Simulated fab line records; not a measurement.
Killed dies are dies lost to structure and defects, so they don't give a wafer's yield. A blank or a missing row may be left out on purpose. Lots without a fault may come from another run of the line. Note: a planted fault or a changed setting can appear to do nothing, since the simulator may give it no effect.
fab line records -- flow sfq-line
[record] lots = 7, wafers = 21, last-day = 79
route steps=325 shown R5@213 I5@228 C5@240 M6@251 M8@325
lots that met no fault: from a run of the same line without faults
start-h: start of the lot's first displayed wafer, in hours after the record's first day -- wait-h: time in hours since the lot's previous step -- " as in the row above -- L1.1+2: a single row standing in for several wafers -- - either no value or no given start -- * or withheld: withheld -- < > ~ a bound
route shown NAME@n: names a module that has steps shown in the file, with the first one's number in the route -- usual: mean/standard deviation taken from wafers without a fault -- same: alike in all rows -- chamber/n: place in a boat -- sites: the reading at each site -- _std_site: standard deviation of those values -- _edge_site: inner sites' mean taken away from outer sites' mean -- radius-mm: how far each site lies from the wafer's centre -- mask NAME#n: copy n -- behind: the last tool/chamber to shape the wafer -- hold: what put the lot on hold/how long, in hours/how the hold closed -- device: the transistor (n, p or np) that didn't switch -- end of line: the tests these same wafers got at the end of their route -- a step given without rows: its recipe and nothing more -- killed: the dies lost at the first sort to structure and to defects; this is not the yield of the wafer -- map: the dies of a wafer, with x for killed, . for not killed, _ for no die there
set.NAME: the setting the step ran with; set.NAME@STEP: the setting that earlier step ran with -- model.NAME: the simulator's own value behind a step, which no gauge read
lots at some steps of the route; a table a step, a row a wafer
services: a tool's chamber out of use, with start hour (start-h, from the record's first day; less than 0 if before it), hours out, and reason
[[steps]]
[step SFQ_TRILAYER_R5_DEP_SPUTTER_133]
[recipe] material = MoNx, base-pressure-pa = 1.33e-06, target-thk-nm = 40, power-w = 1000, time-s = 66.7, chamber-pressure-pa = 0.4
[step SFQ_TRILAYER_R5_DEP_SPUTTER_134]
[recipe] material = Ti, base-pressure-pa = 1.33e-06, target-thk-nm = 5, power-w = 2000, time-s = 5, chamber-pressure-pa = 0.4
[step SFQ_R5_RS_MEAS_933]
[recipe] thk-meas-gauge = four-point-probe, reads = Ti_of_TRILAYER_R5_DEP_SPUTTER_134+MoNx_of_TRILAYER_R5_DEP_SPUTTER_133+Ti_of_TRILAYER_R5_DEP_SPUTTER_132
[usual] R5_MONX_RS = 7.04/0.068
lot.wafer,tool,chamber,start-h,wait-h,R5_MONX_RS[ohm/sq]
L569.1,film-metro-01,-,1321.30,0.0,7.01
L569.4,film-metro-01,-,1321.30,0.0,7.12
L569.6,film-metro-01,-,1321.30,0.0,6.99
L573.2,film-metro-02,-,1391.79,0.0,7.00
L573.4,film-metro-02,-,1391.79,0.0,7.01
L573.5,film-metro-02,-,1391.79,0.0,6.98
L574.1,film-metro-02,-,1392.97,0.0,7.09
L574.3,film-metro-02,-,1392.97,0.0,7.04
L574.5,film-metro-02,-,1392.97,0.0,7.01
L580.2,film-metro-01,-,1545.21,0.0,7.09
L580.4,film-metro-01,-,1545.21,0.0,7.10
L580.6,film-metro-01,-,1545.21,0.0,7.06
L581.1,film-metro-01,-,1548.19,0.0,7.11
L581.3,film-metro-01,-,1548.19,0.0,7.06
L581.5,film-metro-01,-,1548.19,0.0,7.07
L582.1,film-metro-03,-,1553.94,0.0,7.05
L582.5,film-metro-03,-,1553.94,0.0,6.94
L582.6,film-metro-03,-,1553.94,0.0,7.05
L584.3,film-metro-03,-,1569.45,0.0,7.03
L584.5,film-metro-03,-,1569.45,0.0,7.05
L584.6,film-metro-03,-,1569.45,0.0,7.07
[step SFQ_R5_THK_MEAS_934]
[recipe] thk-meas-gauge = xrf, reads = MoNx_of_TRILAYER_R5_DEP_SPUTTER_133
[usual] R5_MONX_THK = 40.1/0.59
lot.wafer,tool,chamber,start-h,wait-h,R5_MONX_THK[nm]
L569.1,film-metro-01,-,1321.42,0.1,40.1
L569.4,film-metro-01,-,1321.42,0.1,39.6
L569.6,film-metro-01,-,1321.42,0.1,40.3
L573.2,film-metro-02,-,1391.90,0.1,40.9
L573.4,film-metro-02,-,1391.90,0.1,40.7
L573.5,film-metro-02,-,1391.90,0.1,40.9
L574.1,film-metro-02,-,1393.09,0.1,40.2
L574.3,film-metro-02,-,1393.09,0.1,40.1
L574.5,film-metro-02,-,1393.09,0.1,40.9
L580.2,film-metro-01,-,1545.32,0.1,39.4
L580.4,film-metro-01,-,1545.32,0.1,39.8
L580.6,film-metro-01,-,1545.32,0.1,39.7
L581.1,film-metro-01,-,1548.31,0.1,39.1
L581.3,film-metro-01,-,1548.31,0.1,39.8
L581.5,film-metro-01,-,1548.31,0.1,39.3
L582.1,film-metro-03,-,1554.06,0.1,39.4
L582.5,film-metro-03,-,1554.06,0.1,40.0
L582.6,film-metro-03,-,1554.06,0.1,39.6
L584.3,film-metro-03,-,1569.55,0.1,39.9
L584.5,film-metro-03,-,1569.55,0.1,39.8
L584.6,film-metro-03,-,1569.55,0.1,39.9
[step SFQ_TRILAYER_R5_LITHO_COAT_141]
[recipe] resist = BARC, spin-rpm = 3000, resist-thk-nm = 62
[step SFQ_TRILAYER_R5_LITHO_COAT_136]
[recipe] resist = KrF, spin-rpm = 3000, resist-thk-nm = 600
[step SFQ_TRILAYER_R5_LITHO_SOFTBAKE_140]
[recipe] temp-c = withheld, time-s = withheld, resist = KrF
[step SFQ_TRILAYER_R5_LITHO_EXPOSE_137]
[recipe] mask-id = R5, na = 0.6, source-shape = conventional, sigma-outer = 0.65, target-cd-nm = 500, dose-mj = 14.4
[step SFQ_TRILAYER_R5_LITHO_PEB_139]
[recipe] peb-temp-c = 115, peb-time-s = 60, resist = KrF
[step SFQ_TRILAYER_R5_LITHO_DEVELOP_138]
[recipe] time-s = 60, resist = KrF
[step SFQ_R5_OVL_MEAS_935]
[usual] R5_OVL = -2/5.5
lot.wafer,tool,chamber,start-h,wait-h,R5_OVL[nm]
L569.1,overlay-01,-,1325.67,0.1,0
L569.4,overlay-01,-,1325.67,0.1,0
L569.6,overlay-01,-,1325.67,0.1,0
L573.2,overlay-02,-,1406.23,0.1,-1
L573.4,overlay-02,-,1406.23,0.1,0
L573.5,overlay-02,-,1406.23,0.1,-1
L574.1,overlay-02,-,1408.63,0.1,-5
L574.3,overlay-02,-,1408.63,0.1,-2
L574.5,overlay-02,-,1408.63,0.1,2
L580.2,overlay-01,-,1547.83,0.1,-14
L580.4,overlay-01,-,1547.83,0.1,-11
L580.6,overlay-01,-,1547.83,0.1,-8
L581.1,overlay-02,-,1550.62,0.1,2
L581.3,overlay-02,-,1550.62,0.1,-3
L581.5,overlay-02,-,1550.62,0.1,-2
L582.1,overlay-02,-,1557.05,0.1,-9
L582.5,overlay-02,-,1557.05,0.1,-5
L582.6,overlay-02,-,1557.05,0.1,-5
L584.3,overlay-02,-,1571.85,0.1,-8
L584.5,overlay-02,-,1571.85,0.1,-2
L584.6,overlay-02,-,1571.85,0.1,-7
[step SFQ_TRILAYER_R5_BARC_OPEN_METAL_ETCH_177]
[recipe] mask-material = PR, chemistry = O2, target-depth-nm = 125, target = BARC, icp-w = 600, bias-w = 80, pressure-mtorr = 10, time-s = 41.7
[usual] drypump-motor-current-A = 5.9/0.62, oes-product-au = 0.685/0.0044
lot.wafer,tool,chamber,start-h,wait-h,drypump-motor-current-A,oes-product-au,rf-hours-counter-h
L569.1,rie-metal-04,0,1325.71,0.0,6.2,0.691,123
L569.4,rie-metal-04,0,1325.71,0.0,6.2,0.692,-
L569.6,rie-metal-04,0,1325.71,0.0,6.2,0.682,-
L573.2,rie-metal-03,1,1406.26,0.0,6.5,0.685,17
L573.4,rie-metal-03,0,1406.26,0.0,6.3,0.675,-
L573.5,rie-metal-03,0,1406.26,0.0,6.3,0.686,-
L574.1,rie-metal-03,0,1408.66,0.0,6.3,0.682,27
L574.3,rie-metal-03,0,1408.66,0.0,6.3,0.690,-
L574.5,rie-metal-03,1,1408.66,0.0,6.4,0.686,-
L580.2,rie-metal-04,1,1547.86,0.0,5.1,0.687,125
L580.4,rie-metal-04,1,1547.86,0.0,5.1,0.684,-
L580.6,rie-metal-04,1,1547.86,0.0,5.1,0.686,-
L581.1,rie-metal-04,0,1550.65,0.0,6.2,0.672,6
L581.3,rie-metal-04,1,1550.65,0.0,5.0,0.683,-
L581.5,rie-metal-04,0,1550.65,0.0,6.2,0.688,-
L582.1,rie-metal-04,1,1557.09,0.0,5.0,0.674,127
L582.5,rie-metal-04,1,1557.09,0.0,5.0,0.679,-
L582.6,rie-metal-04,0,1557.09,0.0,6.3,0.694,-
L584.3,rie-metal-04,1,1571.90,0.0,5.1,0.683,-
L584.5,rie-metal-04,0,1571.90,0.0,6.2,0.683,-
L584.6,rie-metal-04,1,1571.90,0.0,5.0,0.687,-
[step SFQ_TRILAYER_R5_ETCH_METAL_ETCH_139]
[recipe] stop-on = SiO2, mask-material = PR, chemistry = Cl2, target-depth-nm = 60, icp-w = 600, bias-w = 80, pressure-mtorr = 10, time-s = 40
[usual] drypump-motor-current-A = 5.9/0.63, oes-product-au = 0.987/0.0059
lot.wafer,tool,chamber,start-h,wait-h,drypump-motor-current-A,oes-product-au,rf-hours-counter-h,model.etch.depth-nm,model.R5.feature-depth-nm,model.KrF_of_TRILAYER_R5_LITHO_COAT_136.thk-nm
L569.1,rie-metal-04,0,1325.77,0.0,6.2,0.986,123,59.57,59.57,499.6
L569.4,rie-metal-04,0,1325.77,0.0,6.2,0.998,-,59.81,59.81,500
L569.6,rie-metal-04,0,1325.77,0.0,6.2,0.990,-,60,60,500.4
L573.2,rie-metal-03,1,1406.32,0.0,6.4,0.988,17,59.07,59.07,501.3
L573.4,rie-metal-03,0,1406.32,0.0,6.3,0.987,-,59.48,59.48,501.5
L573.5,rie-metal-03,0,1406.32,0.0,6.3,0.985,-,59.45,59.45,501.4
L574.1,rie-metal-03,0,1408.72,0.0,6.3,0.987,27,59.07,59.07,501.5
L574.3,rie-metal-03,0,1408.72,0.0,6.3,0.986,-,59.19,59.19,501
L574.5,rie-metal-03,1,1408.72,0.0,6.5,0.989,-,59.32,59.32,500.9
L580.2,rie-metal-04,1,1547.92,0.0,5.1,0.992,126,58.43,58.43,502.2
L580.4,rie-metal-04,1,1547.92,0.0,5.0,0.985,-,58.37,58.37,502.2
L580.6,rie-metal-04,1,1547.92,0.0,5.0,0.981,-,58.46,58.46,501.3
L581.1,rie-metal-04,0,1550.71,0.0,6.2,0.868,6,47.22,47.22,505.6
L581.3,rie-metal-04,1,1550.71,0.0,5.0,0.984,-,58.62,58.62,499.1
L581.5,rie-metal-04,0,1550.71,0.0,6.2,0.876,-,47.33,47.33,504.7
L582.1,rie-metal-04,1,1557.15,0.0,5.0,0.871,127,47.23,47.23,504.3
L582.5,rie-metal-04,1,1557.15,0.0,5.0,0.865,-,47.18,47.18,504
L582.6,rie-metal-04,0,1557.15,0.0,6.2,0.990,-,58.99,58.99,498.8
L584.3,rie-metal-04,1,1571.96,0.0,5.0,0.978,-,59.08,59.08,499.5
L584.5,rie-metal-04,0,1571.96,0.0,6.2,0.875,-,48.34,48.34,501.4
L584.6,rie-metal-04,1,1571.96,0.0,5.1,0.984,-,59,59,499.5
[step SFQ_TRILAYER_R5_STRIP_STRIP_140]
[recipe] gas = O2, power-w = 200, platen-temp-c = 40, overash-fraction = 0.65, chemistry = O2, pressure-mtorr = 50
[step SFQ_TRILAYER_R5_STRIP_SOLV_CLEAN_141]
[recipe] chemistry = NMP, temp-c = 70, time-s = 600
[step SFQ_TRILAYER_A5C_DEP_PECVD_142]
[recipe] material = SiO2, temp-c = 150, time-s = 15.556, pressure-torr = 2.4, rf-w = 183.3, precursor = SiH4/N2O, target-thk-nm = 70
[step SFQ_TRILAYER_I5_LITHO_COAT_149]
[recipe] resist = BARC, spin-rpm = 3000, resist-thk-nm = 62
[step SFQ_TRILAYER_I5_LITHO_COAT_144]
[recipe] resist = KrF, spin-rpm = 3000, resist-thk-nm = 650
[step SFQ_TRILAYER_I5_LITHO_SOFTBAKE_148]
[recipe] temp-c = withheld, time-s = withheld, resist = KrF
[step SFQ_TRILAYER_I5_LITHO_EXPOSE_145]
[recipe] mask-id = I5, na = 0.6, source-shape = conventional, sigma-outer = 0.65, target-cd-nm = 700, dose-mj = 21.3
[step SFQ_TRILAYER_I5_LITHO_PEB_147]
[recipe] peb-temp-c = 115, peb-time-s = 60, resist = KrF
[step SFQ_TRILAYER_I5_LITHO_DEVELOP_146]
[recipe] time-s = 60, resist = KrF
[step SFQ_I5_OVL_MEAS_936]
[usual] I5_OVL = 2/5.9
lot.wafer,tool,chamber,start-h,wait-h,I5_OVL[nm]
L569.1,overlay-01,-,1433.07,0.1,7
L569.4,overlay-01,-,1433.07,0.1,8
L569.6,overlay-01,-,1433.07,0.1,11
L573.2,overlay-02,-,1553.66,0.1,1
L573.4,overlay-02,-,1553.66,0.1,-1
L573.5,overlay-02,-,1553.66,0.1,4
L574.1,overlay-01,-,1556.06,0.1,-6
L574.3,overlay-01,-,1556.06,0.1,-4
L574.5,overlay-01,-,1556.06,0.1,-12
L580.2,overlay-02,-,1642.21,0.1,0
L580.4,overlay-02,-,1642.21,0.1,-2
L580.6,overlay-02,-,1642.21,0.1,-3
L581.1,overlay-02,-,1647.01,0.1,-11
L581.3,overlay-02,-,1647.01,0.1,-11
L581.5,overlay-02,-,1647.01,0.1,-5
L582.1,overlay-02,-,1653.01,0.1,7
L582.5,overlay-02,-,1653.01,0.1,12
L582.6,overlay-02,-,1653.01,0.1,2
L584.3,overlay-02,-,1666.07,0.1,5
L584.5,overlay-02,-,1666.07,0.1,7
L584.6,overlay-02,-,1666.07,0.1,17
[step SFQ_TRILAYER_I5_BARC_OPEN_VIA_ETCH_200]
[recipe] mask-material = PR, chemistry = O2, target-depth-nm = 125, target = BARC, source-w = 500, bias-w = 80, pressure-mtorr = 30, time-s = 41.7
[step SFQ_TRILAYER_I5_ETCH_VIA_ETCH_147]
[recipe] stop-on = Nb, mask-material = PR, chemistry = CHF3, target-depth-nm = 360, source-w = 500, bias-w = 80, pressure-mtorr = 30, time-s = withheld
[step SFQ_TRILAYER_I5_STRIP_STRIP_148]
[recipe] gas = O2, power-w = 200, platen-temp-c = 40, overash-fraction = 0.65, chemistry = O2, pressure-mtorr = 50
[usual] drypump-motor-current-A = 5.6/0.53, oes-product-au = 0.994/0.0089
lot.wafer,tool,chamber,start-h,wait-h,drypump-motor-current-A,oes-product-au,rf-hours-counter-h
L569.1,rie-metal-01,0,1433.30,-,5.9,1.008,124
L569.4,rie-metal-01,0,1433.30,-,5.8,0.992,-
L569.6,rie-metal-01,0,1433.30,-,5.9,1.004,-
L573.2,rie-metal-04,0,1553.88,-,6.3,0.990,7
L573.4,rie-metal-04,0,1553.88,-,6.2,0.988,-
L573.5,rie-metal-04,1,1553.88,-,5.0,0.991,-
L574.1,rie-metal-02,0,1556.28,-,4.8,1.006,45
L574.3,rie-metal-02,1,1556.28,-,6.0,0.997,-
L574.5,rie-metal-02,1,1556.28,-,5.9,0.990,-
L580.2,rie-metal-04,0,1642.43,-,6.2,0.988,23
L580.4,rie-metal-04,1,1642.43,-,5.0,0.983,-
L580.6,rie-metal-04,1,1642.43,-,5.0,0.990,-
L581.1,rie-metal-04,0,1647.23,-,6.2,0.992,23
L581.3,rie-metal-04,1,1647.23,-,5.1,0.979,-
L581.5,rie-metal-04,0,1647.23,-,6.2,0.990,-
L582.1,rie-metal-01,1,1653.23,-,6.0,0.989,45
L582.5,rie-metal-01,1,1653.23,-,6.0,0.985,-
L582.6,rie-metal-01,0,1653.23,-,5.9,1.003,-
L584.3,rie-metal-04,1,1666.68,-,5.0,0.984,-
L584.5,rie-metal-04,1,1666.68,-,5.1,0.980,-
L584.6,rie-metal-04,1,1666.68,-,5.0,0.980,-
[step SFQ_TRILAYER_I5_STRIP_SOLV_CLEAN_149]
[recipe] chemistry = NMP, temp-c = 70, time-s = 600
[step SFQ_TRILAYER_C5_LITHO_COAT_156]
[recipe] resist = BARC, spin-rpm = 3000, resist-thk-nm = 62
[step SFQ_TRILAYER_C5_LITHO_COAT_151]
[recipe] resist = KrF, spin-rpm = 3000, resist-thk-nm = 650
[step SFQ_TRILAYER_C5_LITHO_SOFTBAKE_155]
[recipe] temp-c = withheld, time-s = withheld, resist = KrF
[step SFQ_TRILAYER_C5_LITHO_EXPOSE_152]
[recipe] mask-id = C5, na = 0.6, source-shape = conventional, sigma-outer = 0.65, target-cd-nm = 500, dose-mj = 21.3
[step SFQ_TRILAYER_C5_LITHO_PEB_154]
[recipe] peb-temp-c = 115, peb-time-s = 60, resist = KrF
[step SFQ_TRILAYER_C5_LITHO_DEVELOP_153]
[recipe] time-s = 60, resist = KrF
[step SFQ_C5_OVL_MEAS_937]
[usual] C5_OVL = 0/5.8
lot.wafer,tool,chamber,start-h,wait-h,C5_OVL[nm]
L569.1,overlay-02,-,1451.78,0.1,3
L569.4,overlay-02,-,1451.78,0.1,0
L569.6,overlay-02,-,1451.78,0.1,0
L573.2,overlay-01,-,1648.21,0.1,1
L573.4,overlay-01,-,1648.21,0.1,-2
L573.5,overlay-01,-,1648.21,0.1,-2
L574.1,overlay-01,-,1650.61,0.1,4
L574.3,overlay-01,-,1650.61,0.1,-1
L574.5,overlay-01,-,1650.61,0.1,0
L580.2,overlay-01,-,1751.51,0.1,1
L580.4,overlay-01,-,1751.51,0.1,2
L580.6,overlay-01,-,1751.51,0.1,2
L581.1,overlay-01,-,1758.71,0.1,-10
L581.3,overlay-01,-,1758.71,0.1,-10
L581.5,overlay-01,-,1758.71,0.1,-8
L582.1,overlay-02,-,1762.31,0.1,4
L582.5,overlay-02,-,1762.31,0.1,7
L582.6,overlay-02,-,1762.31,0.1,5
L584.3,overlay-01,-,1772.19,0.1,5
L584.5,overlay-01,-,1772.19,0.1,5
L584.6,overlay-01,-,1772.19,0.1,-2
[step SFQ_TRILAYER_C5_BARC_OPEN_VIA_ETCH_210]
[recipe] mask-material = PR, chemistry = O2, target-depth-nm = 125, target = BARC, source-w = 500, bias-w = 80, pressure-mtorr = 30, time-s = 41.7
[usual] drypump-motor-current-A = 5.6/0.46, oes-product-au = 0.685/0.0049
lot.wafer,tool,chamber,start-h,wait-h,drypump-motor-current-A,oes-product-au,rf-hours-counter-h
L569.1,rie-diel-04,0,1451.82,0.0,5.4,0.686,21
L569.4,rie-diel-04,0,1451.82,0.0,5.5,0.685,-
L569.6,rie-diel-04,3,1451.82,0.0,5.6,0.679,-
L573.2,rie-diel-04,2,1648.24,0.0,6.2,0.686,20
L573.4,rie-diel-04,3,1648.24,0.0,5.6,0.687,5
L573.5,rie-diel-04,1,1648.24,0.0,6.3,0.677,-
L574.1,rie-diel-01,1,1650.64,0.0,5.4,0.688,15
L574.3,rie-diel-01,0,1650.64,0.0,5.5,0.685,18
L574.5,rie-diel-01,1,1650.64,0.0,5.4,0.681,-
L580.2,rie-diel-01,2,1751.54,0.0,5.2,0.686,16
L580.4,rie-diel-01,1,1751.54,0.0,5.4,0.676,17
L580.6,rie-diel-01,2,1751.54,0.0,5.3,0.685,-
L581.1,rie-diel-02,2,1758.74,0.0,5.2,0.681,4
L581.3,rie-diel-02,1,1758.74,0.0,5.7,0.686,12
L581.5,rie-diel-02,2,1758.74,0.0,5.2,0.681,-
L582.1,rie-diel-04,1,1762.34,0.0,6.3,0.682,20
L582.5,rie-diel-04,0,1762.34,0.0,5.4,0.681,-
L582.6,rie-diel-04,1,1762.34,0.0,6.2,0.682,-
L584.3,rie-diel-01,3,1772.22,0.0,6.2,0.695,1
L584.5,rie-diel-01,2,1772.22,0.0,5.3,0.681,-
L584.6,rie-diel-01,1,1772.22,0.0,5.4,0.683,-
[step SFQ_TRILAYER_C5_ETCH_VIA_ETCH_154]
[recipe] target = SiO2, mask-material = PR, chemistry = CHF3, target-depth-nm = 84, source-w = 500, bias-w = 80, pressure-mtorr = 30, time-s = withheld, stop-on = Nb
[usual] drypump-motor-current-A = 5.6/0.46, oes-product-au = 0.895/0.0082
lot.wafer,tool,chamber,start-h,wait-h,drypump-motor-current-A,oes-product-au
L569.1,rie-diel-04,0,1451.86,0.0,5.4,0.895
L569.4,rie-diel-04,0,1451.86,0.0,5.4,0.890
L569.6,rie-diel-04,3,1451.86,0.0,5.6,0.910
L573.2,rie-diel-04,2,1648.28,0.0,6.2,0.895
L573.4,rie-diel-04,3,1648.28,0.0,5.6,0.914
L573.5,rie-diel-04,1,1648.28,0.0,6.2,0.894
L574.1,rie-diel-01,1,1650.68,0.0,5.4,0.893
L574.3,rie-diel-01,0,1650.68,0.0,5.5,0.907
L574.5,rie-diel-01,1,1650.68,0.0,5.4,0.908
L580.2,rie-diel-01,2,1751.58,0.0,5.3,0.881
L580.4,rie-diel-01,1,1751.58,0.0,5.4,0.901
L580.6,rie-diel-01,2,1751.58,0.0,5.3,0.895
L581.1,rie-diel-02,2,1758.78,0.0,5.3,0.886
L581.3,rie-diel-02,1,1758.78,0.0,5.7,0.897
L581.5,rie-diel-02,2,1758.78,0.0,5.2,0.899
L582.1,rie-diel-04,1,1762.38,0.0,6.3,0.894
L582.5,rie-diel-04,0,1762.38,0.0,5.5,0.905
L582.6,rie-diel-04,1,1762.38,0.0,6.3,0.905
L584.3,rie-diel-01,3,1772.26,0.0,6.2,0.894
L584.5,rie-diel-01,2,1772.26,0.0,5.3,0.890
L584.6,rie-diel-01,1,1772.26,0.0,5.4,0.901
[step SFQ_TRILAYER_C5_STRIP_STRIP_155]
[recipe] gas = O2, power-w = 200, platen-temp-c = 40, overash-fraction = 0.65, chemistry = O2, pressure-mtorr = 50
[usual] drypump-motor-current-A = 5.9/0.46, oes-product-au = 0.999/0.009
lot.wafer,tool,chamber,start-h,wait-h,drypump-motor-current-A,oes-product-au,rf-hours-counter-h
L569.1,rie-metal-02,1,1451.91,-,6.0,0.996,131
L569.4,rie-metal-02,1,1451.91,-,6.0,0.992,-
L569.6,rie-metal-02,0,1451.91,-,4.8,1.004,-
L573.2,rie-metal-03,0,1648.33,-,6.3,1.009,56
L573.4,rie-metal-03,1,1648.33,-,6.4,0.992,-
L573.5,rie-metal-03,0,1648.33,-,6.3,1.009,-
L574.1,rie-metal-01,0,1650.73,-,5.9,1.003,18
L574.3,rie-metal-01,0,1650.73,-,5.9,1.002,-
L574.5,rie-metal-01,1,1650.73,-,6.0,0.997,-
L580.2,rie-metal-01,1,1751.63,-,6.1,1.001,59
L580.4,rie-metal-01,1,1751.63,-,6.1,0.999,-
L580.6,rie-metal-01,1,1751.63,-,6.1,0.998,-
L581.1,rie-metal-01,0,1758.83,-,5.9,0.992,34
L581.3,rie-metal-01,1,1758.83,-,6.1,0.992,-
L581.5,rie-metal-01,1,1758.83,-,6.0,0.989,-
L582.1,rie-metal-01,0,1762.43,-,5.9,0.993,34
L582.5,rie-metal-01,0,1762.43,-,5.9,1.007,-
L582.6,rie-metal-01,1,1762.43,-,6.0,0.980,-
L584.3,rie-metal-01,0,1772.51,-,5.9,1.002,-
L584.5,rie-metal-01,1,1772.51,-,6.0,1.000,-
L584.6,rie-metal-01,0,1772.51,-,5.9,0.998,-
[step SFQ_TRILAYER_C5_STRIP_SOLV_CLEAN_156]
[recipe] chemistry = NMP, temp-c = 70, time-s = 600
[step SFQ_TRILAYER_M6_DEP_PRE_CLEAN_158]
[recipe] gas = Ar, time-s = 22.5, bias-v = 250
[step SFQ_TRILAYER_M6_DEP_SPUTTER_157]
[recipe] material = Nb, base-pressure-pa = 1.33e-06, chamber-pressure-pa = 0.1333, substrate-temp-c = 20, target-thk-nm = 200, power-w = 2000, time-s = 133.3
[step SFQ_M6_RS_MEAS_938]
[recipe] thk-meas-gauge = four-point-probe, reads = Nb_of_TRILAYER_M6_DEP_SPUTTER_157
[usual] M6_NB_RS = 0.894/0.01
lot.wafer,tool,chamber,start-h,wait-h,M6_NB_RS[ohm/sq]
L569.1,film-metro-04,-,1452.82,0.0,0.903
L569.4,film-metro-04,-,1452.82,0.0,0.899
L569.6,film-metro-04,-,1452.82,0.0,0.905
L573.2,film-metro-02,-,1649.25,0.1,0.903
L573.4,film-metro-02,-,1649.25,0.1,0.898
L573.5,film-metro-02,-,1649.25,0.1,0.898
L574.1,film-metro-04,-,1651.63,0.0,0.901
L574.3,film-metro-04,-,1651.63,0.0,0.896
L574.5,film-metro-04,-,1651.63,0.0,0.904
L580.2,film-metro-03,-,1752.55,0.1,0.892
L580.4,film-metro-03,-,1752.55,0.1,0.894
L580.6,film-metro-03,-,1752.55,0.1,0.891
L581.1,film-metro-03,-,1759.73,0.0,0.905
L581.3,film-metro-03,-,1759.73,0.0,0.896
L581.5,film-metro-03,-,1759.73,0.0,0.893
L582.1,film-metro-03,-,1763.33,0.0,0.912
L582.5,film-metro-03,-,1763.33,0.0,0.907
L582.6,film-metro-03,-,1763.33,0.0,0.916
L584.3,film-metro-03,-,1773.24,0.1,0.899
L584.5,film-metro-03,-,1773.24,0.1,0.896
L584.6,film-metro-03,-,1773.24,0.1,0.893
[step SFQ_M8_BOW_MEAS_951]
[recipe] mode = bow
[usual] M8_BOW = 10/11
lot.wafer,tool,chamber,start-h,wait-h,M8_BOW[um],model.etest.r5.comb-log10-ohm
L569.1,film-metro-03,-,1821.70,0.0,21,12
L569.4,film-metro-03,-,1821.70,0.0,2,12
L569.6,film-metro-03,-,1821.70,0.0,6,12
L573.2,film-metro-03,-,1879.50,0.0,-6,12
L573.4,film-metro-03,-,1879.50,0.0,-5,12
L573.5,film-metro-03,-,1879.50,0.0,-4,12
L574.1,film-metro-04,-,1881.88,0.0,4,12
L574.3,film-metro-04,-,1881.88,0.0,-7,12
L574.5,film-metro-04,-,1881.88,0.0,1,12
L580.2,film-metro-03,-,1891.50,0.0,9,12
L580.4,film-metro-03,-,1891.50,0.0,9,12
L580.6,film-metro-03,-,1891.50,0.0,12,12
L581.1,film-metro-03,-,1893.89,0.0,-3,0
L581.3,film-metro-03,-,1893.89,0.0,-6,12
L581.5,film-metro-03,-,1893.89,0.0,-2,0
L582.1,film-metro-02,-,1895.09,0.0,-7,0
L582.5,film-metro-02,-,1895.09,0.0,5,0
L582.6,film-metro-02,-,1895.09,0.0,2,12
L584.3,film-metro-04,-,1898.72,0.0,23,12
L584.5,film-metro-04,-,1898.72,0.0,20,0
L584.6,film-metro-04,-,1898.72,0.0,20,12
[[services]]
tool,chamber,start-h,hours,kind
rie-metal-03,0,1311.34,7.3,repair
rie-metal-03,1,1316.08,4.3,repair
rie-diel-02,1,1316.15,15.6,repair
rie-metal-02,1,1333.35,2.8,repair
rie-metal-04,-,1375.47,2.8,pm
rie-diel-02,2,1408.02,4.5,repair
rie-diel-04,1,1416.41,38.6,repair
rie-metal-03,-,1424.60,14.6,pm
rie-diel-04,-,1479.28,0.6,repair
rie-diel-01,1,1486.55,2.6,repair
rie-diel-04,2,1506.43,2.4,repair
rie-metal-03,-,1507.12,5.0,repair
rie-diel-04,-,1574.72,1.0,repair
rie-diel-01,1,1606.93,7.8,repair
rie-metal-03,-,1622.55,1.4,pm
rie-metal-04,-,1629.21,1.4,pm
rie-diel-01,3,1653.95,7.9,repair
rie-metal-04,0,1661.82,7.4,repair
rie-metal-03,-,1671.23,2.8,pm
rie-diel-04,2,1703.57,8.0,repair
rie-diel-01,2,1720.35,8.9,repair
rie-diel-04,3,1738.62,27.3,repair
rie-metal-04,-,1753.40,0.9,repair
rie-metal-04,1,1757.32,8.2,repair
[[key]]
[first-sign] step = SFQ_TRILAYER_R5_ETCH_METAL_ETCH_139, reading = oes-product-au, direction = down, sigmas = 20, usual = 0.987, struck = 0.871
effect none on later readings
[model-effect] step = SFQ_TRILAYER_R5_ETCH_METAL_ETCH_139, value = etch.depth-nm, without = 58.69, struck = 47.46
[model-effect] step = SFQ_M8_BOW_MEAS_951, value = etest.r5.comb-log10-ohm, without = 12, struck = 0
met-at SFQ_TRILAYER_R5_ETCH_METAL_ETCH_139
struck-wafers L581.1,L581.5,L582.1,L582.5,L584.5
onset-between 1547.92 1550.71
[fault] kind = process-parameter-drift, tool = rie-metal-04, chamber = -, onset-h = 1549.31, steps = SFQ_TRILAYER_R5_ETCH_METAL_ETCH_139, channel = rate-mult, offset = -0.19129, shape = step, end-h = 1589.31, scope = struck-wafers-only
